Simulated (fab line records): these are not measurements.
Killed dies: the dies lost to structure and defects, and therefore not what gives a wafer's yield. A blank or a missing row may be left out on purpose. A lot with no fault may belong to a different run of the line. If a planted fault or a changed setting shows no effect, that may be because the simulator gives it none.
Which tool did it? -- flow sky130 -- 12 lots, 36 wafers sampled, at 6 steps of a route of 708

## WHAT EACH GAUGE READ, for each wafer
SKY_FIELD_ISO_THK_MEAS_25. Usual: FIELD_ISO_CVD_24_THK gives 596 nm (standard deviation 6.3).
lot,measured,on,FIELD_ISO_CVD_24_THK (nm),flag
L235,day 2 05:48,film metro-01,590 592 592,
L236,day 2 11:02,film metro-02,598 605 616,
L237,day 2 16:23,film metro-03,597 598 605,
L238,day 2 22:47,film metro-02,597 607 599,
L240,day 3 11:11,film metro-02,597 596 590,
L245,day 4 18:19,film metro-01,596 592 597,
L246,day 4 18:23,film metro-01,588 594 581,
L249,day 5 07:22,film metro-02,602 589 592,
L254,day 6 09:25,film metro-02,870 868 871,OFF
L255,day 6 15:16,film metro-01,871 875 875,OFF
L257,day 7 01:18,film metro-02,599 589 594,
L258,day 7 09:11,film metro-03,602 591 594,

SKY_VT_ADJUST_PCH_TW_MEAS_10. Usual: VT_ADJUST_PCH_TW gives 140.9 (standard deviation 0.76).
lot,measured,on,VT_ADJUST_PCH_TW,flag
L235,day 10 03:07,film metro-01,139.9 139.9 140.2,
L236,day 10 14:13,film metro-04,140.6 140.2 140.8,
L237,day 10 21:28,film metro-04,140.4 141.5 139.8,
L238,day 11 06:51,film metro-01,141.3 141.4 141.7,
L240,day 12 01:01,film metro-03,141.5 141.5 142.3,
L245,day 14 04:07,film metro-01,139.6 139.8 139.9,
L246,day 14 06:01,film metro-01,140.6 140.3 140.1,
L249,day 14 22:31,film metro-01,140.9 139.4 140.4,
L254,day 16 15:43,film metro-03,140.2 140.7 141.0,
L255,day 17 01:40,film metro-03,141.4 141.1 142.6,
L257,day 17 16:20,film metro-01,141.3 140.1 140.4,
L258,day 18 01:10,film metro-01,140.3 139.8 140.0,

SKY_SD_N_TW_MEAS_12. Usual: SD_N_TW gives 3929 (standard deviation 22).
lot,measured,on,SD_N_TW,flag
L235,day 27 04:44,film metro-01,3893 3900 3911,
L236,day 27 22:11,film metro-04,3906 3911 3913,
L237,day 28 11:41,film metro-01,3942 3930 3938,
L238,day 28 14:03,film metro-03,3944 3927 3925,
L240,day 29 12:05,film metro-01,3933 3929 3924,
L245,day 31 19:08,film metro-03,3948 3937 3944,
L246,day 31 20:08,film metro-04,3910 3931 3931,
L249,day 32 09:59,film metro-01,3917 3942 3941,
L254,day 34 01:59,film metro-04,3887 3885 3899,
L255,day 34 07:59,film metro-03,3954 3964 3950,
L257,day 35 00:23,film metro-01,3971 3956 3925,
L258,day 35 09:02,film metro-01,3960 3960 3949,

## TOOL THAT RAN EACH LOT (tool first, then ch and the chambers of the sampled wafers, then the start)
lot,SKY_FIELD_ISO_CVD_24,SKY_FIELD_ISO_CMP_27,SKY_VT_ADJUST_NCORE_STRIP_10
L235,"hdpcvd-01 ch 0,1,2, day 2 05:43","cmp-02 ch 1,2,3, day 2 07:25","plasma asher-03 ch 0,1, day 8 06:32"
L236,"hdpcvd-02 ch 0,1,2, day 2 10:58","cmp-01 ch 0,2, day 2 12:36","plasma asher-03 ch 1, day 8 15:05"
L237,"hdpcvd-01 ch 0,1,2, day 2 16:19","cmp-02 ch 0,1,3, day 2 18:00","plasma asher-03 ch 0,1, day 8 23:02"
L238,"hdpcvd-01 ch 0,1,2, day 2 22:43","cmp-02 ch 0,2,3, day 3 00:28","plasma asher-01 ch 0,1, day 9 08:04"
L240,"hdpcvd-01 ch 1,2, day 3 11:07","cmp-01 ch 2,3, day 3 12:44","plasma asher-02 ch 0,1, day 10 00:50"
L245,"hdpcvd-02 ch 0,1, day 4 18:15","cmp-02 ch 0,1,3, day 4 20:13","plasma asher-01 ch 0,1, day 12 00:35"
L246,"hdpcvd-02 ch 0,1,2, day 4 18:19","cmp-01 ch 0,2,3, day 4 20:13","plasma asher-03 ch 0,1, day 12 01:11"
L249,"hdpcvd-02 ch 1,2, day 5 07:16","cmp-01 ch 1,2,3, day 5 09:40","plasma asher-01 ch 0,1, day 12 16:11"
L254,"hdpcvd-01 ch 0,1,2, day 6 09:20","cmp-01 ch 2,3, day 6 11:01","plasma asher-02 ch 0,1, day 14 06:35"
L255,"hdpcvd-01 ch 0,1,2, day 6 15:12","cmp-01 ch 0,1,3, day 6 18:04","plasma asher-03 ch 0,1, day 14 16:11"
L257,"hdpcvd-02 ch 0,2, day 7 01:13","cmp-02 ch 1,2, day 7 04:04","plasma asher-02 ch 0,1, day 15 06:41"
L258,"hdpcvd-02 ch 0,1,2, day 7 09:07","cmp-01 ch 0,1,2, day 7 11:04","plasma asher-02 ch 0,1, day 15 15:35"
- SKY_FIELD_ISO_CVD_24: deposits SiO2, target thk 595 nm, time 99.2 s.
- SKY_FIELD_ISO_CMP_27: polishes, stops on Si3N4, t overpolish 16 s, target thk 457.8 nm.
- SKY_VT_ADJUST_NCORE_STRIP_10: strips in O2/N2.

## AS READ BY THE TOOLS THEMSELVES (means over the sampled wafers that have a number; for cases with no such wafer, the mark the record gives instead)
SKY_FIELD_ISO_CMP_27. Usual: head pressure psi 4.001 psi, standard deviation 0.0086; motor current A 12.8 A, standard deviation 1.3; time to endpoint s 112 s, standard deviation 5.1.
lot,tool,head pressure psi (psi),motor current A (A),time to endpoint s (s),flag
L235,cmp-02,3.995,13.0,113,
L236,cmp-01,4.004,14.0,111,
L237,cmp-02,3.994,12.8,114,
L238,cmp-02,4.008,13.2,117,
L240,cmp-01,4.006,14.0,108,
L245,cmp-02,3.991,13.2,103,
L246,cmp-01,3.999,13.2,105,
L249,cmp-01,4.001,13.2,112,
L254,cmp-01,3.998,14.5,162,OFF
L255,cmp-01,3.988,12.2,166,OFF
L257,cmp-02,4.002,11.6,110,
L258,cmp-01,4.010,12.7,114,

SKY_VT_ADJUST_NCORE_STRIP_10. Usual: drypump motor current A 5.7 A, standard deviation 0.37; oes product au 0.715 a.u., standard deviation 0.0045; strip time to endpoint s 14.17 s, standard deviation 0.043.
lot,tool,drypump motor current A (A),oes product au (a.u.),strip time to endpoint s (s),flag
L235,plasma asher-03,5.6,0.714,14.21,
L236,plasma asher-03,5.3,0.715,14.20,
L237,plasma asher-03,5.5,0.713,14.12,
L238,plasma asher-01,5.3,0.717,14.19,
L240,plasma asher-02,6.1,0.715,14.10,
L245,plasma asher-01,5.4,0.717,14.18,
L246,plasma asher-03,5.5,0.712,14.14,
L249,plasma asher-01,5.3,0.716,14.18,
L254,plasma asher-02,6.2,0.714,14.16,
L255,plasma asher-03,5.6,0.719,14.19,
L257,plasma asher-02,6.2,0.716,14.17,
L258,plasma asher-02,6.1,0.720,14.11,

## THE ANSWER, worked out from the rows above alone
Rule: a lot is off if the mean of its wafers that have a number lies more than 3 standard deviations from the usual mean. Also off: a lot with no number at a reading for which 4 or more lots have one. Any other lot the step has rows for is counted as sound. Order of review: gauges by route order, followed by the tools' own readings, for which a lot's mean as printed above is used. At the first step where some lot is off, the reading lying furthest off is the one used; lots without a number count as furthest.
Off: L254, L255, seen at SKY_FIELD_ISO_THK_MEAS_25 (FIELD_ISO_CVD_24_THK).
A tool fits if, at a process step before that reading, it ran every lot that is off, and no sound lot after the first of them. The gauges at SKY_FIELD_ISO_THK_MEAS_25 aren't tried: what is off there is off at SKY_FIELD_ISO_CMP_27 too, on other tools, and a gauge's error can't cause that. One fits: hdpcvd-01 at SKY_FIELD_ISO_CVD_24. Its last sound lot is L240 (day 3 11:07), its first lot that is off L254 (day 6 09:20): a fault that began between those two fits.

## WHAT HAD BEEN PUT IN BY THE SIMULATOR
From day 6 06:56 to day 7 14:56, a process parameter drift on hdpcvd-01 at SKY_FIELD_ISO_CVD_24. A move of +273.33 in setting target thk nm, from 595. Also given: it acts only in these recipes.
Shown lots that were struck: L254, L255. The same result came from the rule above.
